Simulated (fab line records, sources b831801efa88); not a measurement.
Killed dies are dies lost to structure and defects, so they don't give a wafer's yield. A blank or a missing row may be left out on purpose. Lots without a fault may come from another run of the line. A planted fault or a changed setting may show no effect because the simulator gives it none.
fab line records | flow sky130
record lots=6 wafers=18 last_day=49
route steps=708 shown POLY_GATE@222 PAD_OPEN@708
lots that met no fault: from a run of the same line without faults
start_h: hours from the record's first day to the start of the lot's first wafer shown | wait_h: hours since the lot's step before | " the same as in the row above | L1.1+2: a row that stands for several wafers | - no value, or no start given | * or withheld: withheld | < > ~ a bound
route shown NAME@n: a module of which the file shows steps, and the number in the route of the first | usual: mean/standard deviation of fault-free wafers | same: alike in all rows | chamber/n: place in a boat | sites: the reading at each site | _std_site: their standard deviation | _edge_site: outer sites' mean less inner sites' | radius_mm: how far each site lies from the wafer's centre | mask NAME#n: copy n | behind: the tool/chamber that last shaped the wafer | hold: why the lot was held/for how many hours/how that ended | device: the transistor (n, p or np) that didn't switch | end of line: the same wafers' tests at the end of the route | a step without rows: its recipe alone | killed: dies lost to structure and defects at the first sort, not the wafer's yield | map: a wafer's dies, x killed, . not, _ none there
set.NAME: the setting as run; set.NAME@STEP: as run at that earlier step | model.NAME: the simulator's own value behind a step, which no gauge read
lots at some steps of the route; a table a step, a row a wafer
services: from which hour (start_h, from the record's first day; less than 0 if before it) a tool's chamber was out of use, for how many hours, and why
## steps
# step SKY_POLY_GATE_COAT_08
# recipe resist=KrF-thick spin_rpm=3000 resist_thk_nm=450
# step SKY_POLY_GATE_SOFTBAKE_09
# recipe temp_c=100 time_s=90 resist=KrF-thick
# step SKY_POLY_GATE_EXPOSE_10
# recipe mask_id=P1M na=0.68 source_shape=conventional sigma_outer=0.6 target_cd_nm=150 dose_mj=28
# step SKY_POLY_GATE_PEB_11
# recipe peb_temp_c=withheld peb_time_s=withheld resist=KrF-thick
# step SKY_POLY_GATE_DEVELOP_12
# recipe develop_time_s=60 resist=KrF-thick dev_temp_c=22.14
# step SKY_POLY_GATE_CD_MEAS_13
# recipe target_cd_nm=150
# usual cd_nm=150.5/1.5
# columns lot.wafer tool chamber start_h wait_h cd_nm
L871.1 cd_sem-01 - 358.26 - 150.4
L871.3 " - " " 150.3
L871.6 " - " " 150.2
L876.1 cd_sem-01 - 412.02 - 148.5
L876.2 " - " " 147.9
L876.6 " - " " 147.7
L885.1 cd_sem-01 - 495.32 - 148.9
L885.2 " - " " 149.4
L885.4 " - " " 149.0
L886.2 cd_sem-01 - 499.92 - 150.7
L886.3 " - " " 150.0
L886.4 " - " " 150.3
L887.2 cd_sem-02 - 507.64 - 150.2
L887.3 " - " " 150.6
L887.4 " - " " 150.4
L888.1 cd_sem-02 - 516.80 - 149.5
L888.3 " - " " 149.0
L888.5 " - " " 150.6
# step SKY_POLY_GATE_OVL_MEAS_14
# usual POLY_GATE_OVL=4/8
# columns lot.wafer tool chamber start_h wait_h POLY_GATE_OVL[nm]
L871.1 overlay-01 - 358.38 0.1 12
L871.3 " - " " 13
L871.6 " - " " 7
L876.1 overlay-02 - 412.14 0.1 8
L876.2 " - " " 10
L876.6 " - " " 7
L885.1 overlay-01 - 495.44 0.1 4
L885.2 " - " " 4
L885.4 " - " " 10
L886.2 overlay-02 - 500.03 0.1 -13
L886.3 " - " " -6
L886.4 " - " " -8
L887.2 overlay-01 - 507.75 0.1 0
L887.3 " - " " 8
L887.4 " - " " -7
L888.1 overlay-02 - 516.92 0.1 0
L888.3 " - " " 1
L888.5 " - " " -12
# step SKY_POLY_GATE_ETCH_15
# recipe chemistry=N2/H2 target=BARC ion_energy_ev=200 source_w=500 bias_w=100 pressure_mtorr=30 n2_flow_sccm=100 h2_flow_sccm=200 stop_on=SiO2 time_s=118.5 target_depth_a=1100
# usual drypump_motor_current_A=5.7/0.48 oes_product_au=0.716/0.0048 throttle_valve_pct=13.213/0.0087
# columns lot.wafer tool chamber start_h wait_h drypump_motor_current_A oes_product_au rf_hours_counter_h throttle_valve_pct
L871.1 rie_diel-03 1 358.41 0.0 5.9 0.719 84 13.214
L871.3 " 3 " " 6.3 0.720 70 13.189
L871.6 " 1 " " 5.8 0.707 - 13.208
L876.1 rie_diel-03 2 412.18 0.0 5.0 0.712 11 13.202
L876.2 " 1 " " 5.9 0.715 85 13.227
L876.6 " 0 " " 6.4 0.710 - 13.231
L885.1 rie_diel-03 2 495.48 0.0 5.0 0.703 13 13.217
L885.2 " 1 " " 5.9 0.714 87 13.212
L885.4 " 0 " " 6.4 0.714 2 13.229
L886.2 rie_diel-02 0 500.06 0.0 5.5 0.716 65 13.215
L886.3 " 2 " " 6.3 0.720 78 13.218
L886.4 " 2 " " 6.3 0.724 - 13.212
L887.2 rie_diel-03 1 507.78 0.0 5.9 0.705 87 13.197
L887.3 " 2 " " 5.0 0.717 13 13.208
L887.4 " 3 " " 6.4 0.713 73 13.216
L888.1 rie_diel-03 0 516.96 0.0 6.4 0.718 3 13.213
L888.3 " 2 " " 5.0 0.718 13 13.229
L888.5 " 1 " " 5.8 0.716 - 13.204
# step SKY_POLY_GATE_ETCH_16
# recipe stop_on=poly-Si chemistry=CH3F/O2 target=Si3N4 source_w=400 bias_w=80 pressure_mtorr=25 ch3f_flow_sccm=40 O2_flow_sccm=30 time_s=147.5 target_depth_a=750
# usual drypump_motor_current_A=5.7/0.48 oes_product_au=0.641/0.0053 throttle_valve_pct=10.537/0.0088
# columns lot.wafer tool chamber start_h wait_h drypump_motor_current_A oes_product_au rf_hours_counter_h throttle_valve_pct
L871.1 rie_diel-03 1 358.49 0.0 5.9 0.647 84 10.538
L871.3 " 3 " " 6.3 0.643 70 10.539
L871.6 " 1 " " 5.9 0.642 - 10.527
L876.1 rie_diel-03 2 412.26 0.0 5.0 0.646 11 10.524
L876.2 " 1 " " 5.9 0.635 85 10.539
L876.6 " 0 " " 6.4 0.644 - 10.559
L885.1 rie_diel-03 2 495.56 0.0 5.0 0.639 13 10.538
L885.2 " 1 " " 5.9 0.640 87 10.528
L885.4 " 0 " " 6.4 0.639 2 10.534
L886.2 rie_diel-02 0 500.14 0.0 5.5 0.647 65 10.532
L886.3 " 2 " " 6.2 0.643 78 10.529
L886.4 " 2 " " 6.2 0.646 - 10.559
L887.2 rie_diel-03 1 507.86 0.0 5.9 0.646 87 10.537
L887.3 " 2 " " 5.1 0.637 13 10.531
L887.4 " 3 " " 6.3 0.642 73 10.541
L888.1 rie_diel-03 0 517.04 0.0 6.4 0.641 3 10.552
L888.3 " 2 " " 5.1 0.637 13 10.529
L888.5 " 1 " " 5.9 0.632 - 10.540
# step SKY_POLY_GATE_ETCH_17
# recipe target_depth_nm=180 stop_on=SiO2 over_etch_frac=0.56667 chemistry=HBr/Cl2 target=poly-Si icp_w=400 bias_w=100 pressure_mtorr=10 HBr_flow_sccm=150 Cl2_flow_sccm=50 time_s=70.5
# usual drypump_motor_current_A=5.7/0.55 oes_product_au=0.990/0.0065 throttle_valve_pct=33.684/0.0084
# columns lot.wafer tool chamber start_h wait_h drypump_motor_current_A oes_product_au rf_hours_counter_h throttle_valve_pct
L871.1 rie_si-01 2 358.59 0.0 5.7 0.997 1 33.694
L871.3 " 3 " " 6.0 1.001 2 33.688
L871.6 " 1 " " 5.7 1.005 - 33.687
L876.1 rie_si-02 1 412.36 0.0 4.9 0.988 5 33.688
L876.2 " 0 " " 6.7 0.982 2 33.684
L876.6 " 1 " " 4.9 0.988 - 33.683
L885.1 rie_si-02 3 495.66 0.0 6.4 0.990 48 33.690
L885.2 " 0 " " 6.7 0.998 2 33.665
L885.4 " 2 " " 4.7 0.981 34 33.705
L886.2 rie_si-01 3 500.24 0.0 6.0 0.996 3 33.669
L886.3 " 1 " " 5.7 0.985 1 33.674
L886.4 " 0 " " 5.7 0.988 7 33.691
L887.2 rie_si-02 0 507.96 0.0 6.7 0.990 2 33.684
L887.3 " 2 " " 4.8 0.979 34 33.672
L887.4 " 1 " " 4.9 0.982 6 33.683
L888.1 rie_si-01 0 517.14 0.0 5.7 0.982 7 33.686
L888.3 " 3 " " 6.0 0.991 3 33.690
L888.5 " 0 " " 5.7 0.990 - 33.687
# step SKY_POLY_GATE_STRIP_18
# recipe chemistry=O2/N2 power_w=1400 pressure_mtorr=1500 platen_temp_c=withheld o2_flow_sccm=3000 n2_flow_sccm=300 overash_fraction=0.5
# usual drypump_motor_current_A=5.9/0.42 o2_flow_sccm=2998/9.5 oes_product_au=0.361/0.0048 strip_time_to_endpoint_s=3.172/0.026
# columns lot.wafer tool chamber start_h wait_h drypump_motor_current_A o2_flow_sccm oes_product_au rf_hours_counter_h strip_time_to_endpoint_s
L871.1 plasma_asher-02 1 358.65 0.0 5.6 3017 0.357 23 3.171
L871.3 " 0 " " 5.4 3021 0.357 - 3.156
L871.6 " 0 " " 5.4 2992 0.354 - 3.134
L876.1 plasma_asher-04 1 412.41 0.0 6.5 2977 0.360 75 3.193
L876.2 " 0 " " 6.4 2989 0.360 75 3.166
L876.6 " 0 " " 6.4 3001 0.365 - 3.161
L885.1 plasma_asher-01 1 495.71 0.0 5.9 2996 0.358 7 3.170
L885.2 " 0 " " 5.8 3009 0.370 7 3.190
L885.4 " 0 " " 5.8 3000 0.362 - 3.162
L886.2 plasma_asher-02 1 500.30 0.0 5.7 3009 0.359 38 3.160
L886.3 " 0 " " 5.4 3012 0.358 - 3.158
L886.4 " 1 " " 5.7 2998 0.366 - 3.149
L887.2 plasma_asher-04 0 508.01 0.0 6.5 3011 0.367 84 3.167
L887.3 " 0 " " 6.4 2990 0.352 - 3.188
L887.4 " 1 " " 6.5 2991 0.357 - 3.188
L888.1 plasma_asher-01 1 517.19 0.0 5.9 3012 0.356 9 3.131
L888.3 " 0 " " 5.8 2991 0.355 - 3.127
L888.5 " 1 " " 5.9 3013 0.364 - 3.166
# step SKY_POLY_GATE_CLEAN_19
# recipe chemistry=SC1/SC2 mix=1:4:20 temp_c=70 time_s=150 dry=n2_spin
# step SKY_POLY_GATE_OXIDATION_20
# recipe temp_c=850 ambient=O2 stabilise_s=600 purge_s=300 target_thk_a=40 ox_time_s=899
# usual spike_tc_bottom_C=869.7/1.4 spike_tc_centre_C=849.4/1.3 spike_tc_lower_C=850.6/1 spike_tc_top_C=862.6/2.3 spike_tc_upper_C=849.1/1.1 tube_center_temp_C=850.01/0.082 tube_center_temp_C_max=852.2/0.35 zone_power_centre_pct=15.1/1
# columns lot.wafer tool chamber start_h wait_h spike_tc_bottom_C spike_tc_centre_C spike_tc_lower_C spike_tc_top_C spike_tc_upper_C tube_center_temp_C tube_center_temp_C_max zone_power_centre_pct model.SiO2_of_POLY_GATE_OXIDATION_20.thk_nm
L871.1 furnace-01 0 360.79 2.0 870.3 848.1 852.6 861.4 849.8 850.14 852.2 16.0 3.958
L871.3 " 0 " " 869.0 849.0 850.6 861.0 850.6 849.94 852.2 15.7 3.952
L871.6 " 0 " " 869.9 847.7 848.9 861.1 848.9 849.97 852.5 16.3 3.97
L876.1 furnace-02 0 412.66 0.1 868.5 850.9 852.4 864.7 848.6 850.09 852.8 13.8 3.979
L876.2 " 0 " " 867.0 850.4 851.3 865.1 847.7 849.93 852.6 13.7 4.005
L876.6 " 0 " " 866.7 850.6 851.9 865.3 847.9 850.04 851.8 13.7 3.991
L885.1 furnace-01 0 495.86 0.0 883.2 859.9 862.8 872.3 861.4 862.27 864.1 16.7 4.603
L885.2 " 0 " " 883.0 861.1 862.4 873.6 860.6 862.25 864.3 16.5 4.619
L885.4 " 0 " " 883.3 861.7 863.2 873.5 862.8 862.26 864.5 16.7 4.646
L886.2 furnace-01 0 500.45 0.0 882.1 860.9 863.4 872.1 861.8 862.29 864.7 16.3 4.596
L886.3 " 0 " " 882.6 862.1 862.5 872.5 861.5 862.41 864.2 16.5 4.625
L886.4 " 0 " " 882.5 860.2 862.5 872.3 861.0 862.25 864.5 16.2 4.635
L887.2 furnace-02 0 508.53 0.4 866.7 849.8 849.2 864.1 848.6 850.11 852.0 13.9 4.014
L887.3 " 0 " " 867.4 851.2 850.5 865.9 846.8 849.98 852.2 13.8 4.093
L887.4 " 0 " " 868.5 851.9 851.1 866.4 847.0 850.14 853.2 13.9 4.082
L888.1 furnace-02 0 517.71 0.4 870.2 852.2 850.5 864.7 848.3 850.04 852.5 13.8 3.984
L888.3 " 0 " " 867.9 851.7 851.2 864.7 849.5 850.11 853.2 13.7 3.933
L888.5 " 0 " " 868.7 852.4 850.8 866.1 847.5 849.88 852.1 13.9 3.905
# step SKY_POLY_GATE_THK_MEAS_21
# recipe reads=SiO2_of_POLY_GATE_OXIDATION_20
# usual POLY_GATE_OXIDATION_THK=3.99/0.072
# columns lot.wafer tool chamber start_h wait_h POLY_GATE_OXIDATION_THK[nm]
L871.1 film_metro-01 - 362.04 0.0 3.92
L871.3 " - " " 3.95
L871.6 " - " " 4.00
L876.1 film_metro-04 - 413.91 0.0 3.94
L876.2 " - " " 4.02
L876.6 " - " " 4.02
L885.1 film_metro-04 - 497.11 0.0 4.60
L885.2 " - " " 4.65
L885.4 " - " " 4.65
L886.2 film_metro-02 - 501.71 0.0 4.62
L886.3 " - " " 4.65
L886.4 " - " " 4.66
L887.2 film_metro-01 - 509.79 0.0 4.00
L887.3 " - " " 4.06
L887.4 " - " " 4.06
L888.1 film_metro-02 - 518.96 0.0 3.96
L888.3 " - " " 3.96
L888.5 " - " " 3.95
# step SKY_POLY_GATE_CD_MEAS_22
# usual cd_nm=150.4/1.8
# columns lot.wafer tool chamber start_h wait_h cd_nm
L871.1 cd_sem-01 - 362.10 0.1 150.6
L871.3 " - " " 150.8
L871.6 " - " " 149.4
L876.1 cd_sem-01 - 413.97 0.1 148.4
L876.2 " - " " 149.4
L876.6 " - " " 148.3
L885.1 cd_sem-01 - 497.17 0.1 148.8
L885.2 " - " " 151.2
L885.4 " - " " 147.9
L886.2 cd_sem-01 - 501.80 0.1 150.0
L886.3 " - " " 149.4
L886.4 " - " " 149.1
L887.2 cd_sem-02 - 509.87 0.1 150.6
L887.3 " - " " 148.0
L887.4 " - " " 149.3
L888.1 cd_sem-02 - 519.02 0.1 149.8
L888.3 " - " " 149.5
L888.5 " - " " 151.2
# step SKY_PAD_OPEN_PROBE_99
# usual killed_at_M0_to_M3=43/6.5 killed_at_M4_up=3.2/1.8 killed_at_contacts=24/5 killed_at_front_end=15/4.1 killed_at_other=0.3/0.54 killed_dies=85/9.3 killed_open=47/7.2 killed_short=39/5.9
# same gross_dies=492 killed_at_back_side=0
# columns lot.wafer tool chamber start_h wait_h killed_at_M0_to_M3 killed_at_M4_up killed_at_contacts killed_at_front_end killed_at_other killed_dies killed_open killed_short model.etest.tip_sonos.rs_ohm_sq model.etest.tip_n.rs_ohm_sq
L871.1 prober-02 - 1065.38 0.1 36 3 19 23 0 81 42 38 2695 436.2
L871.3 prober-02 - 1065.48 0.2 36 2 16 14 0 68 39 28 2706 437.8
L871.6 prober-02 - 1065.63 0.2 37 4 27 16 1 85 48 35 2707 440.4
L876.1 prober-01 - 1104.18 0.1 47 3 26 13 0 89 52 37 2745 435.7
L876.2 prober-01 - 1104.23 0.1 35 4 18 11 0 68 40 28 2738 437.4
L876.6 prober-01 - 1104.43 0.2 43 6 21 19 0 89 39 50 2747 439
L886.2 prober-02 - 1157.66 0.1 31 2 22 8 0 63 33 30 2679 451.9
L886.3 prober-02 - 1157.71 0.2 39 2 32 19 0 92 56 36 2767 451.8
L886.4 prober-02 - 1157.76 0.2 39 4 18 15 0 76 38 38 2660 451.9
L885.1 prober-01 - 1159.11 0.1 53 2 23 15 0 93 52 41 2777 449.1
L885.2 prober-01 - 1159.16 0.1 48 4 29 14 0 95 55 40 2858 449
L885.4 prober-01 - 1159.26 0.2 34 5 38 17 0 94 60 34 2848 448.6
L887.2 prober-02 - 1165.76 0.1 39 4 26 15 0 84 48 36 2713 446
L887.3 prober-02 - 1165.81 0.2 47 5 25 14 0 91 56 35 2706 446.1
L887.4 prober-02 - 1165.86 0.2 37 1 22 16 1 77 43 34 2697 444.9
L888.1 prober-01 - 1167.47 0.1 27 1 30 13 0 71 40 31 2708 441
L888.3 prober-01 - 1167.57 0.2 38 2 24 12 0 76 40 36 2723 442.2
L888.5 prober-01 - 1167.67 0.2 38 1 26 11 0 76 44 32 2679 441
# killed by level:class
L871.1 VIA1:geometric_particle:open=8 CONTACT:geometric_particle:open=7 POLY_GATE:geometric_particle:short=6 POLY_GATE:geometric_particle:open=6 FIELD_ISO:geometric_particle:open=5 LI_CONTACT:geometric_particle:short=4 METAL1:geometric_particle:open=4 METAL1:geometric_particle:short=4
L871.3 CONTACT:geometric_particle:open=9 VIA1:geometric_particle:open=8 VIA2:geometric_particle:open=7 METAL1:geometric_particle:short=6 VIA3:geometric_particle:open=5 FIELD_ISO:geometric_particle:short=4 LI_CONTACT:geometric_particle:open=4 METAL2:geometric_particle:short=4
L871.6 CONTACT:geometric_particle:open=13 VIA1:geometric_particle:open=10 METAL1:geometric_particle:short=7 VIA2:geometric_particle:open=6 LI_CONTACT:geometric_particle:open=6 POLY_GATE:geometric_particle:open=5 METAL2:geometric_particle:short=4 METAL4:geometric_particle:short=4
L876.1 VIA1:geometric_particle:open=14 CONTACT:geometric_particle:open=10 VIA3:geometric_particle:open=8 VIA1:geometric_particle:short=7 LI_CONTACT:geometric_particle:open=5 POLY_GATE:geometric_particle:open=4 POLY_GATE:geometric_particle:short=4 LOCAL_INTERCONNECT:geometric_particle:short=4
L876.2 VIA1:geometric_particle:open=9 LI_CONTACT:geometric_particle:open=6 CONTACT:geometric_particle:open=6 VIA2:geometric_particle:open=4 CONTACT:geometric_particle:short=4 FIELD_ISO:geometric_particle:open=3 POLY_GATE:geometric_particle:short=3 METAL1:geometric_particle:open=3
L876.6 VIA1:geometric_particle:open=9 VIA3:geometric_particle:open=7 LOCAL_INTERCONNECT:geometric_particle:short=7 POLY_GATE:geometric_particle:short=6 FIELD_ISO:geometric_particle:short=5 CONTACT:geometric_particle:open=5 CONTACT:geometric_particle:short=5 VIA1:geometric_particle:short=5
L886.2 VIA1:geometric_particle:open=9 CONTACT:geometric_particle:open=8 LI_CONTACT:geometric_particle:open=6 LI_CONTACT:geometric_particle:short=4 VIA1:geometric_particle:short=4 METAL1:geometric_particle:short=4 VIA2:geometric_particle:open=4 METAL2:geometric_particle:short=3
L886.3 CONTACT:geometric_particle:open=11 LI_CONTACT:geometric_particle:open=9 VIA1:geometric_particle:open=9 FIELD_ISO:geometric_particle:open=8 VIA3:geometric_particle:open=7 LI_CONTACT:geometric_particle:short=6 VIA3:geometric_particle:short=5 METAL2:geometric_particle:short=5
L886.4 VIA3:geometric_particle:open=6 CONTACT:geometric_particle:open=6 VIA2:geometric_particle:open=6 VIA1:geometric_particle:open=5 METAL1:geometric_particle:short=5 FIELD_ISO:geometric_particle:open=4 POLY_GATE:geometric_particle:short=4 VIA1:geometric_particle:short=4
L885.1 VIA1:geometric_particle:open=21 CONTACT:geometric_particle:open=8 LI_CONTACT:geometric_particle:open=8 FIELD_ISO:geometric_particle:short=6 VIA1:geometric_particle:short=6 VIA2:geometric_particle:short=6 VIA2:geometric_particle:open=5 FIELD_ISO:geometric_particle:open=4
L885.2 VIA2:geometric_particle:open=15 LI_CONTACT:geometric_particle:open=10 CONTACT:geometric_particle:open=9 VIA1:geometric_particle:open=7 METAL2:geometric_particle:short=7 FIELD_ISO:geometric_particle:short=5 VIA3:geometric_particle:open=5 LOCAL_INTERCONNECT:geometric_particle:short=4
L885.4 CONTACT:geometric_particle:open=18 VIA1:geometric_particle:open=9 LI_CONTACT:geometric_particle:open=8 VIA2:geometric_particle:open=8 FIELD_ISO:geometric_particle:open=6 LOCAL_INTERCONNECT:geometric_particle:short=6 POLY_GATE:geometric_particle:open=5 METAL4:geometric_particle:short=4
L887.2 LI_CONTACT:geometric_particle:open=8 VIA1:geometric_particle:open=8 CONTACT:geometric_particle:open=8 METAL1:geometric_particle:short=8 VIA2:geometric_particle:open=8 CONTACT:geometric_particle:short=6 POLY_GATE:geometric_particle:open=5 FIELD_ISO:geometric_particle:short=3
L887.3 VIA1:geometric_particle:open=16 CONTACT:geometric_particle:open=10 LI_CONTACT:geometric_particle:open=9 VIA1:geometric_particle:short=7 VIA3:geometric_particle:open=6 POLY_GATE:geometric_particle:open=4 METAL1:geometric_particle:short=4 METAL2:geometric_particle:short=4
L887.4 CONTACT:geometric_particle:open=9 METAL1:geometric_particle:short=9 VIA1:geometric_particle:open=9 VIA2:geometric_particle:open=7 POLY_GATE:geometric_particle:short=4 LI_CONTACT:geometric_particle:open=4 CONTACT:geometric_particle:short=4 FIELD_ISO:geometric_particle:open=3
L888.1 CONTACT:geometric_particle:open=11 LI_CONTACT:geometric_particle:open=9 VIA1:geometric_particle:open=6 CONTACT:geometric_particle:short=6 METAL1:geometric_particle:short=5 POLY_GATE:geometric_particle:short=3 METAL2:geometric_particle:short=3 VIA1:geometric_particle:short=3
L888.3 LI_CONTACT:geometric_particle:open=11 VIA1:geometric_particle:open=10 FIELD_ISO:geometric_particle:short=6 LOCAL_INTERCONNECT:geometric_particle:short=5 METAL1:geometric_particle:short=5 CONTACT:geometric_particle:open=4 VIA2:geometric_particle:open=4 METAL2:geometric_particle:short=4
L888.5 VIA1:geometric_particle:open=10 CONTACT:geometric_particle:short=7 LI_CONTACT:geometric_particle:open=6 CONTACT:geometric_particle:open=6 VIA2:geometric_particle:open=6 VIA3:geometric_particle:open=5 FIELD_ISO:geometric_particle:open=4 LOCAL_INTERCONNECT:geometric_particle:short=4
## services
# columns tool chamber start_h hours kind
rie_diel-03 0 337.05 - clean
rie_diel-03 0 337.05 18.1 scheduled_down
rie_diel-03 0 337.05 18.1 vent_cycle
furnace-02 - 347.04 4.3 pm
rie_si-01 1 362.02 - clean
rie_si-01 1 362.02 14.6 scheduled_down
rie_si-01 1 362.02 14.6 vent_cycle
furnace-02 - 362.69 5.9 repair
plasma_asher-01 - 363.29 31.4 repair
furnace-01 - 379.12 3.6 pm
rie_si-02 - 387.54 0.6 repair
rie_diel-02 - 392.18 2.8 pm
rie_si-01 0 403.31 1.2 repair
plasma_asher-01 - 421.31 9.0 pm
plasma_asher-01 0 421.31 9.0 vent_cycle
furnace-02 - 439.62 2.6 pm
plasma_asher-02 - 446.53 1.2 repair
rie_diel-02 0 454.96 6.2 repair
rie_diel-02 - 465.49 1.5 repair
rie_diel-02 1 481.17 26.9 repair
rie_diel-02 3 488.55 4.4 repair
rie_diel-03 1 496.46 3.1 repair
furnace-01 - 506.96 2.5 pm
furnace-01 - 514.63 18.2 pm
## key
first_sign step=SKY_POLY_GATE_OXIDATION_20 reading=tube_center_temp_C direction=up sigmas=99+ usual=* struck=*
effect step=SKY_POLY_GATE_OXIDATION_20 reading=tube_center_temp_C_max direction=up sigmas=35 usual=* struck=*
effect step=SKY_POLY_GATE_THK_MEAS_21 reading=POLY_GATE_OXIDATION_THK direction=up sigmas=9 usual=3.99 struck=4.64
model_effect step=SKY_POLY_GATE_OXIDATION_20 value=SiO2_of_POLY_GATE_OXIDATION_20.thk_nm without=3.957 struck=4.621
model_effect step=SKY_PAD_OPEN_PROBE_99 value=etest.tip_sonos.rs_ohm_sq without=2656 struck=2765
met_at SKY_POLY_GATE_OXIDATION_20
struck_wafers L885.1,L885.2,L885.4,L886.2,L886.3,L886.4
tester_left_out L885,L886
onset_between 360.79 495.86
fault kind=process_parameter_drift tool=furnace-01 chamber=- onset_h=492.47 steps=SKY_POLY_GATE_OXIDATION_20 channel=temp_c offset=* shape=step end_h=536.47 acts_in=* stated=*
# tester_left_out: of these lots the tester's yield and bins aren't shown, on N5 and GAA mostly nor the transistor test; their killed dies are dies lost to structure and defects alone, not to doping, threshold or leakage, so they don't give the yield
